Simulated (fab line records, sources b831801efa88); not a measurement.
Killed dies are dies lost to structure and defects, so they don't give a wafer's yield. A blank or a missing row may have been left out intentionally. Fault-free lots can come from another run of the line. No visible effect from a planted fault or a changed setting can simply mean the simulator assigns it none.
Code-filled problem report in 8D (eight disciplines) form :: flow gf180mcu :: the parts of the form that need people (team, actions taken, sign-off) are left out

1. PROBLEM STATEMENT
Across 6 wafers from 2 lots, MIM_CVD_05_THK at GF_MIM_THK_MEAS_06 averages 58.0 nm, while fault-free wafers read 42.1 nm with a standard deviation of 0.62. Measured from the usual mean, that is +26 standard deviations.
The first sign was on wafer L622.3 at day 28 10:58, on film_metro-02. At this step, 39 wafers from 13 lots have a number in the record. By rule, "out" or "out of limits" means more than 4 standard deviations away from the usual mean. All remaining wafers that have a number are taken as sound.

2. WHAT IT IS; WHAT IT IS NOT
question: which readings at this step
is: MIM_CVD_05_THK
is not: -

question: which lots
is: L622, L625
is not: L611, L612, L613, L614, L615, L616, L617, L618, L628, L633, L634

question: which wafers of those lots
is: all that have a number
is not: -

question: read on which gauges
is: film_metro-02, film_metro-04
is not: film_metro-03

question: when
is: from day 28 10:58
is not: up to then (24 sound wafers); but 9 sound wafers of L628, L633, L634 came after

3. SUSPECTS, AND WHAT RULES EACH OUT
Counting: a tool at a process step up to the reading stays a suspect if it ran every lot that is out and no sound lot after the first of them.
- the gauge at GF_MIM_THK_MEAS_06 has been ruled out. Those wafers that are out were read across 2 gauges (film_metro-02, film_metro-04).
- pecvd-03 at GF_MIM_CVD_05 (deposits Si3N4, target thk 42 nm, time 29.086 s): kept. Every lot that is out went through it, starting with L622 (day 28 10:55), and after that it ran no sound lot; the last sound lot it ran before then is L617 (day 26 21:22).
The count leaves pecvd-03 at GF_MIM_CVD_05.

4. THE CAUSE (what the simulator had put in)
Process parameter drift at GF_MIM_CVD_05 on pecvd-03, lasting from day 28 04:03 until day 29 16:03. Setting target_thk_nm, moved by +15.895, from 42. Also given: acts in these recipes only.
After counting, this tool was the only one left.

5. SEQUENCE OF EFFECTS, ordered by route
Each row: a reading whose mean over the struck wafers that have a number lies more than 3 standard deviations from the usual. Only readings for which the record gives a usual standard deviation are gone through. hours: the time from each lot's start at the first step in this table that gives one to its start at this step, as a median over the lots. sigmas: the change in usual standard deviations.
hours: 0
step: GF_MIM_THK_MEAS_06
reading: MIM_CVD_05_THK
usual: 42.1 nm
on struck wafers: 58.0
change: +15.9
sigmas: +26
Later measuring or inspecting steps at which every struck wafer that the step has a row for has a number for every such reading, and none has moved that far: GF_MIM_RS_MEAS_10.

6. WHAT WOULD HAVE CAUGHT IT SOONER
The first out-of-limits reading at a measuring or inspecting step in this record came at day 28 10:58, 7 hours after the fault's start at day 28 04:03.
Tool readings at GF_MIM_CVD_05 with a usual standard deviation given in the record: none out on any struck wafer, hence no alarm at a limit of 4 standard deviations on them.
L625, from the lots that are out (2), started GF_MIM_CVD_05 on pecvd-03 later than day 28 10:58. Had the tool been put on hold then, it would have been spared.
